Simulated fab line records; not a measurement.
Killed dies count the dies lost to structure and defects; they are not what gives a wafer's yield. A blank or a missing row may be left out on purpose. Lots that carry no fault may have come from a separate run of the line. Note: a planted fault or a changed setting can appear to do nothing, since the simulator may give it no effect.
Comparing a struck lot with a sound one || flow sky130 || 16 steps out of a route of 708
Sound: the wafers L711.2, L711.3, L711.4. Struck: wafer L721.6 (L721.1, L721.5, from the same lot, were not struck and are left out); the cause is given at the end.
Order at every step that has rows: each side's tool, ch and its chambers, its first start. Under that, the readings that differ: sound wafers || struck wafers || difference of the means || sigmas: that difference in standard deviations of wafers without a fault.
alike: readings with means less than 2 such deviations apart, plus words and numbers identical on both sides. not compared: withheld readings, readings lacking a value on some wafer, bounds such as >300 that could conceal the same value, and numbers that have no deviation in the record and whose values overlap.
A row with sigmas, a row that says differs or no value, or rows on one side alone: a step with any of these is where the two part. Non-overlapping numbers with no deviation appear without sigmas and do not part them. A reading missing from all wafers of one side parts the sides only when that side holds two or more wafers.

first, 3 steps without rows for these wafers: SKY_LI_CONTACT_EXPOSE_09 (exposes mask LICM1, target cd 170 nm); SKY_LI_CONTACT_PEB_10; SKY_LI_CONTACT_DEVELOP_11 (develop time 60 s).
SKY_LI_CONTACT_CD_MEAS_12: target cd 170 nm.
  sound on cd_sem-02 at day 28 22:44; struck on cd_sem-02 at day 34 10:04
  alike: cd_nm
SKY_LI_CONTACT_OVL_MEAS_13:
  sound on overlay-01 at day 28 22:50; struck on overlay-02 at day 34 10:11
  alike: LI_CONTACT_OVL
SKY_LI_CONTACT_ETCH_14: etches BARC in N2/H2, stops on SiO2, time 45.9 s, target depth 60 nm.
  sound on rie_diel-04 ch 0,1,3, day 28 22:52; struck on rie_diel-03 ch 0, day 34 10:13
  alike: drypump_motor_current_A, oes_product_au, throttle_valve_pct
  not compared: rf_hours_counter_h
SKY_LI_CONTACT_ETCH_15: etches PSG in C4F8/O2/Ar, stops on Si, target depth 600 nm.
  sound on rie_diel-04 ch 0,1,3, day 28 22:55; struck on rie_diel-03 ch 0, day 34 10:16
{"reading": "oes_product_au (a.u.)", "sound": "0.832 0.832 0.832", "struck": 0.844, "difference": "+0.012", "sigmas": "+3"}
SKY_LI_CONTACT_STRIP_16: strips in O2/N2.
  sound on plasma_asher-03 ch 0,1, day 28 22:59; struck on plasma_asher-01 ch 0, day 34 10:20
  alike: drypump_motor_current_A, oes_product_au, strip_time_to_endpoint_s
  not compared: rf_hours_counter_h
then, 2 steps without rows for these wafers: SKY_LI_CONTACT_CLEAN_17 (cleans in NMP, time 600 s); SKY_LI_CONTACT_PRE_CLEAN_18 (time 5.6 s).
SKY_LI_CONTACT_SPUTTER_19: material Ti, target thk 20 nm, time 106.37 s.
  sound on pvd_sputter-01 at day 28 23:17; struck on pvd_sputter-02 at day 34 10:40
  alike: throttle_valve_pct
SKY_LI_CONTACT_SPUTTER_20: material TiN, target thk 20 nm, time 80 s.
  sound on pvd_sputter-01 at day 28 23:22; struck on pvd_sputter-02 at day 34 10:44
  alike: throttle_valve_pct
SKY_LI_CONTACT_CVD_21: deposits W, target thk 400 nm, time 120.56 s.
  sound on cvd_w-02 ch 0,1, day 28 23:25; struck on cvd_w-02 ch 1, day 34 10:47
{"reading": "model.W_of_LI_CONTACT_CVD_21.thk_nm (nm)", "sound": "405.4 403.4 407.9", "struck": 426.5, "difference": "+20.9", "sigmas": ""}
  alike: heater_power_outer_w, heater_power_w
SKY_LI_CONTACT_RS_MEAS_22: a four-point-probe measurement.
  sound on film_metro-03 at day 28 23:34; struck on film_metro-04 at day 34 10:55
{"reading": "LI_CONTACT_W_RS (ohm/sq)", "sound": "0.280 0.282 0.279", "struck": 0.267, "difference": -0.013, "sigmas": -4}
SKY_LI_CONTACT_THK_MEAS_23: measures by xrf.
  sound on film_metro-03 at day 28 23:41; struck on film_metro-04 at day 34 11:02
{"reading": "LI_CONTACT_W_THK (nm)", "sound": "400 397 400", "struck": 415, "difference": "+16", "sigmas": "+2"}
-- record jumps: 15 days separate the struck wafers' starts on either side; left off in module LI_CONTACT, taken up again in module PAD_OPEN, whose first shown step is the route's number 708 --
SKY_PAD_OPEN_PROBE_99:
  record: rows for the struck wafers here (prober-01, day 49 16:27), none for the sound ones

WHERE THEY PART
Earliest at SKY_LI_CONTACT_ETCH_15; latest, in this record, at SKY_PAD_OPEN_PROBE_99.

WHY: whatever the simulator had introduced
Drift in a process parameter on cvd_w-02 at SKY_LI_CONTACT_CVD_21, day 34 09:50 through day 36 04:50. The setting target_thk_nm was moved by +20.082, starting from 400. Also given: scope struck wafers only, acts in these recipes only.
